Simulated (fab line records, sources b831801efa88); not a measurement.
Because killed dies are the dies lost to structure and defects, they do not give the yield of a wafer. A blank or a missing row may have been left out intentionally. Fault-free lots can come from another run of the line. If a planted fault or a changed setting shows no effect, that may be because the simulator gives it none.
Which of the tools did it? :: flow gf180mcu :: 14 lots with 42 wafers sampled at 6 steps, on a route of 602 steps

## WHAT THE GAUGES SHOWED, per wafer
GF_HV_LDD_OVL_MEAS_32. Usual: for HV_LDD_02_OVL the level is 1.0 nm and the standard deviation is 1.5.
lot: L221
measured: day 12 01:05
on: overlay-02
HV_LDD_02_OVL (nm): 3.7 1.6 0.9
flag: 

lot: L224
measured: day 12 21:17
on: overlay-01
HV_LDD_02_OVL (nm): 1.7 3.4 0.6
flag: 

lot: L225
measured: day 13 11:41
on: overlay-01
HV_LDD_02_OVL (nm): 0.9 2.8 2.3
flag: 

lot: L226
measured: day 13 17:56
on: overlay-01
HV_LDD_02_OVL (nm): -1.5 2.7 0.4
flag: 

lot: L227
measured: day 13 23:56
on: overlay-01
HV_LDD_02_OVL (nm): 0.5 2.3 1.1
flag: 

lot: L229
measured: day 14 13:10
on: overlay-01
HV_LDD_02_OVL (nm): 1.7 0.0 1.1
flag: 

lot: L228
measured: day 14 14:42
on: overlay-02
HV_LDD_02_OVL (nm): 0.5 0.9 1.0
flag: 

lot: L230
measured: day 14 21:05
on: overlay-01
HV_LDD_02_OVL (nm): -0.6 -0.5 1.1
flag: 

lot: L233
measured: day 15 15:14
on: overlay-01
HV_LDD_02_OVL (nm): 0.2 -0.5 2.4
flag: 

lot: L238
measured: day 17 13:54
on: overlay-02
HV_LDD_02_OVL (nm): 0.4 3.0 1.1
flag: 

lot: L240
measured: day 18 06:44
on: overlay-01
HV_LDD_02_OVL (nm): 1.0 -0.6 0.7
flag: 

lot: L242
measured: day 19 01:47
on: overlay-02
HV_LDD_02_OVL (nm): 1.6 0.7 0.1
flag: 

lot: L243
measured: day 19 06:34
on: overlay-01
HV_LDD_02_OVL (nm): 2.7 2.6 3.3
flag: 

lot: L244
measured: day 19 14:31
on: overlay-02
HV_LDD_02_OVL (nm): 1.9 4.2 3.2
flag: 

GF_NSD_CD_MEAS_07 targets a cd of 400 nm. Usual: cd-nm at 399.9 nm, with a standard deviation of 2.3.
lot: L221
measured: day 13 21:49
on: cd-sem-02
cd-nm (nm): 402.4 400.4 399.6
flag: 

lot: L224
measured: day 14 18:55
on: cd-sem-01
cd-nm (nm): 397.8 398.4 399.0
flag: 

lot: L225
measured: day 15 09:48
on: cd-sem-02
cd-nm (nm): 397.4 400.8 400.3
flag: 

lot: L226
measured: day 15 17:09
on: cd-sem-01
cd-nm (nm): 401.5 400.2 398.8
flag: 

lot: L227
measured: day 15 23:22
on: cd-sem-02
cd-nm (nm): 397.9 398.1 397.4
flag: 

lot: L229
measured: day 16 13:09
on: cd-sem-01
cd-nm (nm): 396.6 398.9 396.8
flag: 

lot: L228
measured: day 16 14:20
on: cd-sem-02
cd-nm (nm): - 406.3 403.3
flag: 

lot: L230
measured: day 16 21:44
on: cd-sem-02
cd-nm (nm): 400.0 399.4 400.8
flag: 

lot: L233
measured: day 17 17:49
on: cd-sem-02
cd-nm (nm): 397.9 397.9 -
flag: 

lot: L238
measured: day 19 19:24
on: cd-sem-01
cd-nm (nm): 399.9 400.4 400.5
flag: 

lot: L240
measured: day 20 12:01
on: cd-sem-01
cd-nm (nm): 405.0 404.0 402.4
flag: 

lot: L242
measured: day 21 08:39
on: cd-sem-01
cd-nm (nm): 399.1 400.5 399.4
flag: 

lot: L243
measured: day 21 12:29
on: cd-sem-02
cd-nm (nm): 401.7 400.2 399.8
flag: 

lot: L244
measured: day 21 20:45
on: cd-sem-01
cd-nm (nm): 401.4 399.4 400.8
flag: 

GF_NSD_OVL_MEAS_08. Usual: for NSD_OVL the level is -0.1 nm and the standard deviation is 1.2.
lot: L221
measured: day 13 21:55
on: overlay-02
NSD_OVL (nm): -1.4 -0.2 0.0
flag: 

lot: L224
measured: day 14 19:02
on: overlay-01
NSD_OVL (nm): -2.1 -2.4 -2.2
flag: 

lot: L225
measured: day 15 09:55
on: overlay-02
NSD_OVL (nm): 1.5 1.2 1.0
flag: 

lot: L226
measured: day 15 17:16
on: overlay-01
NSD_OVL (nm): -1.6 -1.7 -1.5
flag: 

lot: L227
measured: day 15 23:28
on: overlay-01
NSD_OVL (nm): -1.3 1.4 -1.0
flag: 

lot: L229
measured: day 16 13:16
on: overlay-02
NSD_OVL (nm): -1.4 -0.8 -1.8
flag: 

lot: L228
measured: day 16 14:28
on: overlay-02
NSD_OVL (nm): - 0.8 0.7
flag: 

lot: L230
measured: day 16 21:51
on: overlay-01
NSD_OVL (nm): -0.3 1.3 0.9
flag: 

lot: L233
measured: day 17 17:55
on: overlay-01
NSD_OVL (nm): 0.6 0.1 -
flag: 

lot: L238
measured: day 19 19:31
on: overlay-02
NSD_OVL (nm): -0.5 -0.4 -1.0
flag: 

lot: L240
measured: day 20 12:07
on: overlay-01
NSD_OVL (nm): -1.1 -1.2 -1.7
flag: 

lot: L242
measured: day 21 08:46
on: overlay-01
NSD_OVL (nm): -0.3 -0.6 -0.6
flag: 

lot: L243
measured: day 21 12:36
on: overlay-02
NSD_OVL (nm): 0.3 0.0 0.8
flag: 

lot: L244
measured: day 21 20:50
on: overlay-02
NSD_OVL (nm): 0.1 -1.4 -0.5
flag: 

GF_NSD_TW_MEAS_12. Usual: for NSD_TW the level is 4238 and the standard deviation is 31.
lot: L221
measured: day 13 22:22
on: film-metro-04
NSD_TW: 4282 4270 4267
flag: 

lot: L224
measured: day 14 19:28
on: film-metro-03
NSD_TW: 4221 4217 4213
flag: 

lot: L225
measured: day 15 10:21
on: film-metro-03
NSD_TW: 4185 4178 4194
flag: 

lot: L226
measured: day 15 17:42
on: film-metro-04
NSD_TW: 4248 4273 4282
flag: 

lot: L227
measured: day 15 23:55
on: film-metro-04
NSD_TW: 4247 4243 4258
flag: 

lot: L229
measured: day 16 13:43
on: film-metro-04
NSD_TW: 4288 4255 4262
flag: 

lot: L228
measured: day 16 14:54
on: film-metro-03
NSD_TW: 30 4197 4186
flag: OFF

lot: L230
measured: day 16 22:17
on: film-metro-03
NSD_TW: 4199 4182 4195
flag: 

lot: L233
measured: day 17 18:22
on: film-metro-01
NSD_TW: 4251 4243 30
flag: OFF

lot: L238
measured: day 19 19:58
on: film-metro-04
NSD_TW: 4264 4242 4273
flag: 

lot: L240
measured: day 20 12:34
on: film-metro-01
NSD_TW: 4259 4265 4259
flag: 

lot: L242
measured: day 21 09:12
on: film-metro-01
NSD_TW: 4216 4233 4249
flag: 

lot: L243
measured: day 21 13:02
on: film-metro-03
NSD_TW: 4231 4214 4209
flag: 

lot: L244
measured: day 21 21:17
on: film-metro-01
NSD_TW: 4242 4263 4242
flag: 

## TOOL THAT RAN EACH LOT (tool first, then ch and the chambers of the sampled wafers, then the start)
lot: L221
GF_HV_LDD_STRIP_37: plasma-asher-02 ch 0,1, day 12 01:44
GF_NSD_DEVELOP_06: litho-track-03 ch 0, day 13 21:41

lot: L224
GF_HV_LDD_STRIP_37: plasma-asher-04 ch 0,1, day 12 21:55
GF_NSD_DEVELOP_06: litho-track-04 ch 0, day 14 18:47

lot: L225
GF_HV_LDD_STRIP_37: plasma-asher-02 ch 0,1, day 13 12:19
GF_NSD_DEVELOP_06: litho-track-01 ch 0, day 15 09:39

lot: L226
GF_HV_LDD_STRIP_37: plasma-asher-02 ch 1, day 13 18:34
GF_NSD_DEVELOP_06: litho-track-03 ch 0, day 15 17:01

lot: L227
GF_HV_LDD_STRIP_37: plasma-asher-04 ch 0,1, day 14 00:34
GF_NSD_DEVELOP_06: litho-track-01 ch 0, day 15 23:13

lot: L229
GF_HV_LDD_STRIP_37: plasma-asher-04 ch 0,1, day 14 13:49
GF_NSD_DEVELOP_06: litho-track-04 ch 0, day 16 13:00

lot: L228
GF_HV_LDD_STRIP_37: plasma-asher-03 ch 0,1, day 14 15:20
GF_NSD_DEVELOP_06: litho-track-01 ch 0, day 16 14:11

lot: L230
GF_HV_LDD_STRIP_37: plasma-asher-02 ch 0,1, day 14 21:43
GF_NSD_DEVELOP_06: litho-track-03 ch 0, day 16 21:35

lot: L233
GF_HV_LDD_STRIP_37: plasma-asher-04 ch 0, day 15 15:52
GF_NSD_DEVELOP_06: litho-track-01 ch 0, day 17 17:40

lot: L238
GF_HV_LDD_STRIP_37: plasma-asher-04 ch 0,1, day 17 14:32
GF_NSD_DEVELOP_06: litho-track-04 ch 0, day 19 19:15

lot: L240
GF_HV_LDD_STRIP_37: plasma-asher-03 ch 0, day 18 07:22
GF_NSD_DEVELOP_06: litho-track-01 ch 0, day 20 11:52

lot: L242
GF_HV_LDD_STRIP_37: plasma-asher-04 ch 0,1, day 19 02:25
GF_NSD_DEVELOP_06: litho-track-03 ch 0, day 21 08:31

lot: L243
GF_HV_LDD_STRIP_37: plasma-asher-02 ch 0,1, day 19 07:13
GF_NSD_DEVELOP_06: litho-track-03 ch 0, day 21 12:20

lot: L244
GF_HV_LDD_STRIP_37: plasma-asher-04 ch 0,1, day 19 15:10
GF_NSD_DEVELOP_06: litho-track-01 ch 0, day 21 20:37
- GF_HV_LDD_STRIP_37: strips in O2/N2.
- GF_NSD_DEVELOP_06: develop time 60 s.

## WHAT THE TOOLS THEMSELVES READ (means of the sampled wafers that have a number; where no wafer has one, the mark that the record gives instead)
GF_HV_LDD_STRIP_37. Usual: chamber-pressure-mTorr 1500.4 mTorr, standard deviation 1.3; drypump-motor-current-A 5.81 A, standard deviation 0.12; heater-power-w 344 W, standard deviation 28; oes-product-au 0.716 a.u., standard deviation 0.0046; platen-temp-c 249.99 C, standard deviation 0.17; strip-time-to-endpoint-s 12.63 s, standard deviation 0.042.
lot: L221
tool: plasma-asher-02
chamber-pressure-mTorr (mTorr): 1500.8
drypump-motor-current-A (A): 5.75
heater-power-w (W): 346
oes-product-au (a.u.): 0.714
platen-temp-c (C): 250.20
strip-time-to-endpoint-s (s): 12.63
flag: 

lot: L224
tool: plasma-asher-04
chamber-pressure-mTorr (mTorr): 1500.3
drypump-motor-current-A (A): 5.96
heater-power-w (W): 360
oes-product-au (a.u.): 0.714
platen-temp-c (C): 250.09
strip-time-to-endpoint-s (s): 12.59
flag: 

lot: L225
tool: plasma-asher-02
chamber-pressure-mTorr (mTorr): 1501.0
drypump-motor-current-A (A): 5.74
heater-power-w (W): 341
oes-product-au (a.u.): 0.715
platen-temp-c (C): 249.92
strip-time-to-endpoint-s (s): 12.64
flag: 

lot: L226
tool: plasma-asher-02
chamber-pressure-mTorr (mTorr): 1500.0
drypump-motor-current-A (A): 5.75
heater-power-w (W): 344
oes-product-au (a.u.): 0.719
platen-temp-c (C): 249.99
strip-time-to-endpoint-s (s): 12.65
flag: 

lot: L227
tool: plasma-asher-04
chamber-pressure-mTorr (mTorr): 1500.9
drypump-motor-current-A (A): 5.94
heater-power-w (W): 359
oes-product-au (a.u.): 0.713
platen-temp-c (C): 250.05
strip-time-to-endpoint-s (s): 12.63
flag: 

lot: L229
tool: plasma-asher-04
chamber-pressure-mTorr (mTorr): 1501.3
drypump-motor-current-A (A): 5.88
heater-power-w (W): 368
oes-product-au (a.u.): 0.708
platen-temp-c (C): 249.93
strip-time-to-endpoint-s (s): 12.60
flag: 

lot: L228
tool: plasma-asher-03
chamber-pressure-mTorr (mTorr): 1499.4
drypump-motor-current-A (A): 5.64
heater-power-w (W): 286
oes-product-au (a.u.): 0.713
platen-temp-c (C): 250.08
strip-time-to-endpoint-s (s): 12.61
flag: 

lot: L230
tool: plasma-asher-02
chamber-pressure-mTorr (mTorr): 1500.8
drypump-motor-current-A (A): 5.74
heater-power-w (W): 337
oes-product-au (a.u.): 0.717
platen-temp-c (C): 249.87
strip-time-to-endpoint-s (s): 12.67
flag: 

lot: L233
tool: plasma-asher-04
chamber-pressure-mTorr (mTorr): 1499.9
drypump-motor-current-A (A): 6.05
heater-power-w (W): 349
oes-product-au (a.u.): 0.718
platen-temp-c (C): 249.98
strip-time-to-endpoint-s (s): 12.64
flag: 

lot: L238
tool: plasma-asher-04
chamber-pressure-mTorr (mTorr): 1499.9
drypump-motor-current-A (A): 5.89
heater-power-w (W): 369
oes-product-au (a.u.): 0.709
platen-temp-c (C): 250.03
strip-time-to-endpoint-s (s): 12.67
flag: 

lot: L240
tool: plasma-asher-03
chamber-pressure-mTorr (mTorr): 1500.7
drypump-motor-current-A (A): 5.61
heater-power-w (W): 282
oes-product-au (a.u.): 0.719
platen-temp-c (C): 250.08
strip-time-to-endpoint-s (s): 12.68
flag: 

lot: L242
tool: plasma-asher-04
chamber-pressure-mTorr (mTorr): 1500.1
drypump-motor-current-A (A): 5.94
heater-power-w (W): 358
oes-product-au (a.u.): 0.718
platen-temp-c (C): 249.80
strip-time-to-endpoint-s (s): 12.65
flag: 

lot: L243
tool: plasma-asher-02
chamber-pressure-mTorr (mTorr): 1500.0
drypump-motor-current-A (A): 5.75
heater-power-w (W): 335
oes-product-au (a.u.): 0.715
platen-temp-c (C): 250.04
strip-time-to-endpoint-s (s): 12.66
flag: 

lot: L244
tool: plasma-asher-04
chamber-pressure-mTorr (mTorr): 1499.7
drypump-motor-current-A (A): 5.90
heater-power-w (W): 372
oes-product-au (a.u.): 0.715
platen-temp-c (C): 249.84
strip-time-to-endpoint-s (s): 12.65
flag: 

## THE ANSWER, worked out from the rows above alone
Rule: lot off if the mean of its wafers having a number is beyond 3 standard deviations from the usual mean. A lot without any number at a reading at which 4 lots or more have one is off too. The other lots that the step has rows for count as sound. Order of review: gauges by route order, followed by the tools' own readings, for which a lot's mean as printed above is used. The first step at which some lot is off is used, and at that step the reading that is off furthest; a lot without a number counts as furthest.
Off: at GF_NSD_TW_MEAS_12 (NSD_TW), L228, L233.
A tool fits if, at a process step before that reading, it ran every lot that is off, and no sound lot after the first of them. The gauges at GF_NSD_TW_MEAS_12 are tried like those tools. No candidate that was tried fits.

## WHAT WAS PUT IN BY THE SIMULATOR
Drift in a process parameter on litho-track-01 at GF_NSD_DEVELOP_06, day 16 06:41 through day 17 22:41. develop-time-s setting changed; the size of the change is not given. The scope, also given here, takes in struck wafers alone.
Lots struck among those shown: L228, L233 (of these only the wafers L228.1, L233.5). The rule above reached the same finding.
